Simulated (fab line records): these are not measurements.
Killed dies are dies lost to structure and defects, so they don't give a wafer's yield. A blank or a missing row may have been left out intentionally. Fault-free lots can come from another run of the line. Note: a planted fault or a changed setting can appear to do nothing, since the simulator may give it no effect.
Matching of chambers / flow sky130 / 4 sister chambers for SKY_VIA2_CMP_24 on cmp-02
The step polishes, stops on SiO2, t overpolish 20 s, target thk 0 nm. 8 wafers are shown with their chamber, then 11 later ones without.

## WAFERS PAIRED WITH THEIR CHAMBERS
wafer=L082.5; chamber=0; motorCurrentA (A)=10.3; overpolishRunS (s)=20.005
wafer=L082.6; chamber=3; motorCurrentA (A)=10.1; overpolishRunS (s)=20.001
wafer=L084.3; chamber=0; motorCurrentA (A)=10.4; overpolishRunS (s)=20.004
wafer=L084.6; chamber=2; motorCurrentA (A)=10.9; overpolishRunS (s)=19.998
wafer=L086.1; chamber=2; motorCurrentA (A)=10.5; overpolishRunS (s)=20.016
wafer=L086.2; chamber=1; motorCurrentA (A)=10.4; overpolishRunS (s)=20.004
wafer=L086.6; chamber=1; motorCurrentA (A)=10.3; overpolishRunS (s)=19.994
wafer=L088.1; chamber=3; motorCurrentA (A)=10.4; overpolishRunS (s)=19.992

## WAFERS WITHOUT THEIR CHAMBER
wafer=L088.4; motorCurrentA (A)=10.3; overpolishRunS (s)=20.000
wafer=L088.5; motorCurrentA (A)=9.9; overpolishRunS (s)=19.997
wafer=L090.1; motorCurrentA (A)=10.2; overpolishRunS (s)=19.998
wafer=L090.5; motorCurrentA (A)=10.6; overpolishRunS (s)=19.999
wafer=L090.6; motorCurrentA (A)=10.3; overpolishRunS (s)=20.014
wafer=L094.1; motorCurrentA (A)=10.4; overpolishRunS (s)=19.996
wafer=L094.4; motorCurrentA (A)=10.7; overpolishRunS (s)=19.996
wafer=L094.5; motorCurrentA (A)=10.7; overpolishRunS (s)=19.991
wafer=L097.1; motorCurrentA (A)=10.4; overpolishRunS (s)=20.001
wafer=L097.2; motorCurrentA (A)=10.1; overpolishRunS (s)=20.015
wafer=L097.3; motorCurrentA (A)=11.1; overpolishRunS (s)=19.994

## WHICH CHAMBER EACH WENT THROUGH
wafer=L088.4; from the rows above=can't be placed: 1 or 3 or 0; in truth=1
wafer=L088.5; from the rows above=can't be placed: 3 or 1 or 0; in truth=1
wafer=L090.1; from the rows above=can't be placed: 3 or 1 or 0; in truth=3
wafer=L090.5; from the rows above=can't be placed: 2 or 1 or 0 or 3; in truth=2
wafer=L090.6; from the rows above=can't be placed: 0 or 1 or 3 or 2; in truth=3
wafer=L094.1; from the rows above=can't be placed: 1 or 3 or 0 or 2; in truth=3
wafer=L094.4; from the rows above=can't be placed: 2 or 1 or 0 or 3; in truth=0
wafer=L094.5; from the rows above=can't be placed: 2 or 1 or 3 or 0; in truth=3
wafer=L097.1; from the rows above=can't be placed: 1 or 0 or 3 or 2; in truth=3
wafer=L097.2; from the rows above=can't be placed: 0 or 1 or 3 or 2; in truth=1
wafer=L097.3; from the rows above=can't be placed: 2 or 1 or 0 or 3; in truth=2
Correctly placed: 0 of 11. Cannot be placed on the basis of these rows: 11; the candidates contain the true chamber in 11. Placed wrongly: 0.
How it was worked out, from the rows above alone: a wafer's distance from a chamber is the root of the sum, over the readings, of the square of ((its reading less the chamber's mean) divided by the reading's scatter). If the next closest chamber is less than 2 further off than the closest, the wafer can't be placed; otherwise it belongs to the closest. Each chamber's mean is taken over the wafers shown for it. The scatter: take each reading less its chamber's mean, square it, sum over the shown wafers, divide by the number of wafers less the number of chambers, and take the root.
